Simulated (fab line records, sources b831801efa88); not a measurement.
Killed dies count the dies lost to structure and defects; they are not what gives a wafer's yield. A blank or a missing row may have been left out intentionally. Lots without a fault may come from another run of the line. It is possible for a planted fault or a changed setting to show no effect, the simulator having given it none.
Chamber matching || flow sky130 || SKY_LI_CONTACT_CMP_02 on cmp-01: 4 sister chambers
The step polishes PSG. 8 wafers are shown with their chamber, then 9 later ones without.

EACH WAFER AND ITS CHAMBER
{"wafer": "L928.1", "chamber": 2, "time to endpoint s (s)": 30.7, "retaining ring pressure frac": 1.002}
{"wafer": "L941.3", "chamber": 2, "time to endpoint s (s)": 34.8, "retaining ring pressure frac": 0.993}
{"wafer": "L942.5", "chamber": 1, "time to endpoint s (s)": 27.3, "retaining ring pressure frac": 1.006}
{"wafer": "L945.2", "chamber": 1, "time to endpoint s (s)": 30.3, "retaining ring pressure frac": 0.999}
{"wafer": "L945.5", "chamber": 0, "time to endpoint s (s)": 34.5, "retaining ring pressure frac": 1.000}
{"wafer": "L944.3", "chamber": 0, "time to endpoint s (s)": 31.7, "retaining ring pressure frac": 0.993}
{"wafer": "L944.4", "chamber": 3, "time to endpoint s (s)": 31.0, "retaining ring pressure frac": 1.003}
{"wafer": "L944.6", "chamber": 3, "time to endpoint s (s)": 27.7, "retaining ring pressure frac": 1.008}

WAFERS WHOSE CHAMBER IS MISSING
{"wafer": "L947.4", "time to endpoint s (s)": 32.6, "retaining ring pressure frac": 1.008}
{"wafer": "L947.5", "time to endpoint s (s)": 29.5, "retaining ring pressure frac": 0.992}
{"wafer": "L947.6", "time to endpoint s (s)": 32.0, "retaining ring pressure frac": 1.000}
{"wafer": "L946.2", "time to endpoint s (s)": 27.8, "retaining ring pressure frac": 0.996}
{"wafer": "L946.3", "time to endpoint s (s)": 33.8, "retaining ring pressure frac": 1.008}
{"wafer": "L946.5", "time to endpoint s (s)": 29.4, "retaining ring pressure frac": 1.008}
{"wafer": "L948.1", "time to endpoint s (s)": 26.3, "retaining ring pressure frac": 0.997}
{"wafer": "L948.4", "time to endpoint s (s)": 28.5, "retaining ring pressure frac": 0.998}
{"wafer": "L948.5", "time to endpoint s (s)": 25.1, "retaining ring pressure frac": 1.000}

EACH ONE'S CHAMBER
{"wafer": "L947.4", "from the rows above": "can't be placed: 3 or 1 or 2 or 0", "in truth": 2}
{"wafer": "L947.5", "from the rows above": "can't be placed: 2 or 0 or 1 or 3", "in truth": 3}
{"wafer": "L947.6", "from the rows above": "can't be placed: 2 or 0 or 1 or 3", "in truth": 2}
{"wafer": "L946.2", "from the rows above": "can't be placed: 1 or 3 or 2 or 0", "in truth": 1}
{"wafer": "L946.3", "from the rows above": "can't be placed: 3 or 2 or 0 or 1", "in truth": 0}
{"wafer": "L946.5", "from the rows above": "can't be placed: 3 or 1", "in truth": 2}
{"wafer": "L948.1", "from the rows above": "can't be placed: 1 or 3 or 2 or 0", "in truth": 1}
{"wafer": "L948.4", "from the rows above": "can't be placed: 1 or 3 or 2 or 0", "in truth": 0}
{"wafer": "L948.5", "from the rows above": "can't be placed: 1 or 3 or 2 or 0", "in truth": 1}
Placed correctly: 0 of 9. From these rows, 9 cannot be placed; in 8 the true chamber is one of the candidates. Placed wrongly: 0.
How it was worked out, from the rows above alone: a wafer's distance from a chamber is the root of the sum, over the readings, of the square of ((its reading less the chamber's mean) divided by the reading's scatter). If the next closest chamber is less than 2 further off than the closest, the wafer can't be placed; otherwise it belongs to the closest. The mean given for a chamber averages the wafers shown for that chamber. How the scatter is found: for the shown wafers, subtract from each reading the mean of its chamber, square and add these, divide the total by (wafers less chambers), then take the root.
